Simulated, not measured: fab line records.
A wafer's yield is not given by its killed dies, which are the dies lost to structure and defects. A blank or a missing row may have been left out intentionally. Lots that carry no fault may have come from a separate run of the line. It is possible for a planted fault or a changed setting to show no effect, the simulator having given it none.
Comparing a struck lot with a sound one || flow sky130 || 17 out of 708 route steps
Sound: these wafers, L419.1, L419.2, L419.3. Wafers struck: L424.1, L424.3, L424.4. The cause comes at the end.
Per side, at each step with rows, come the tool, then ch with its chambers, and then its first start. Under that, the readings that differ: sound wafers || struck wafers || difference of the means || sigmas: that difference in standard deviations of wafers without a fault.
alike: words and numbers the same on both sides, and readings whose means are apart by under 2 such deviations; not compared: readings that were withheld, readings missing a value for some wafer, numbers with overlapping values and no deviation given by the record, and bounds like >300 which may hide the same value.
A row with sigmas, a row that says differs or no value, or rows on one side alone: a step with any of these is where the two part. Numbers that have no deviation but don't overlap get no sigmas and don't part them. A reading missing from all wafers of one side parts the sides only when that side holds two or more wafers.

first, 5 steps without rows for these wafers: SKY_SD_N_COAT_02 (resist thk 1140 nm); SKY_SD_N_SOFTBAKE_03 (time 60 s); SKY_SD_N_EXPOSE_04 (exposes mask NSDM, target cd 380 nm); SKY_SD_N_PEB_05; SKY_SD_N_DEVELOP_06 (develop time 60 s).
SKY_SD_N_CD_MEAS_07: the cd target is 380 nm.
  struck on cd sem-02, day 31 18:08; sound on cd sem-01, day 29 16:49
{"reading": "cd nm (nm)", "sound": "373.3 375.9 376.3", "struck": "382.4 381.1 382.8", "difference": "+6.9", "sigmas": "+3"}
SKY_SD_N_OVL_MEAS_08:
  struck on overlay-01, day 31 18:15; sound on overlay-02, day 29 16:56
  alike: SD_N_OVL
then, 2 steps without rows for these wafers: SKY_SD_N_IMPLANT_09; SKY_SD_N_IMPLANT_10.
SKY_SD_N_STRIP_11: strips in O2/N2.
  sound on plasma asher-04 ch 0,1, day 29 17:16; struck on plasma asher-04 ch 0,1, day 31 18:35
  alike: drypump motor current A, oes product au, strip time to endpoint s
  not compared: rf hours counter h
SKY_SD_N_TW_MEAS_12:
  struck on film metro-02, day 31 18:41; sound on film metro-02, day 29 17:22
  alike: SD_N_TW
then, 1 step without rows for these wafers: SKY_SD_N_CLEAN_13 (cleans in SC1/SC2, time 150 s).
SKY_SD_N_RTA_14: time 2 s.
  sound on rtp anneal-02 ch 0, day 29 17:29; struck on rtp anneal-02 ch 0, day 31 18:48
{"reading": "lamp power pct (%)", "sound": "15.73 15.68 15.74", "struck": "14.72 14.65 14.67", "difference": -1.04, "sigmas": -19}
  alike: ramp up c per s, wafer_temp_C_max
SKY_SD_N_RS_MEAS_16: the measuring method here is four-point-probe.
  struck on film metro-04, day 31 18:58; sound on film metro-01, day 29 17:40
{"reading": "SD_N_RS (ohm/sq)", "sound": "68.60 68.43 68.41", "struck": "73.20 73.38 73.22", "difference": "+4.79", "sigmas": "+48"}
SKY_SD_N_RS_MEAS_17: the measuring method here is four-point-probe.
  struck on film metro-04, day 31 19:05; sound on film metro-01, day 29 17:47
{"reading": "SD_P_RS (ohm/sq)", "sound": "147.1 146.3 146.8", "struck": "174.6 175.5 175.1", "difference": "+28.3", "sigmas": "+81"}
SKY_SD_N_RS_MEAS_18: the measuring method here is four-point-probe.
  struck on film metro-04, day 31 19:13; sound on film metro-01, day 29 17:54
{"reading": "RES_XHIGH_RS (ohm/sq)", "sound": "328.4 331.1 329.5", "struck": "334.2 333.5 333.6", "difference": "+4.1", "sigmas": "+3"}
-- here the record skips 17 days between the struck wafers' starts before and after, leaving off in module SD_N and picking up in module PAD_OPEN (first step shown: number 708 of the route) --
SKY_PAD_OPEN_PROBE_99:
  struck on prober-01, day 49 00:02; sound on prober-01, day 47 12:49
  alike: killed_at_M0_to_M3, killed_at_M4_up, killed at contacts, killed at front end, killed at other, killed dies, killed open, killed short

== WHERE THEY PART ==
Earliest at SKY_SD_N_CD_MEAS_07; latest, in this record, at SKY_SD_N_RS_MEAS_18. Later steps at which nothing parts them and some readings are alike: SKY_PAD_OPEN_PROBE_99.

WHY: whatever the simulator had introduced
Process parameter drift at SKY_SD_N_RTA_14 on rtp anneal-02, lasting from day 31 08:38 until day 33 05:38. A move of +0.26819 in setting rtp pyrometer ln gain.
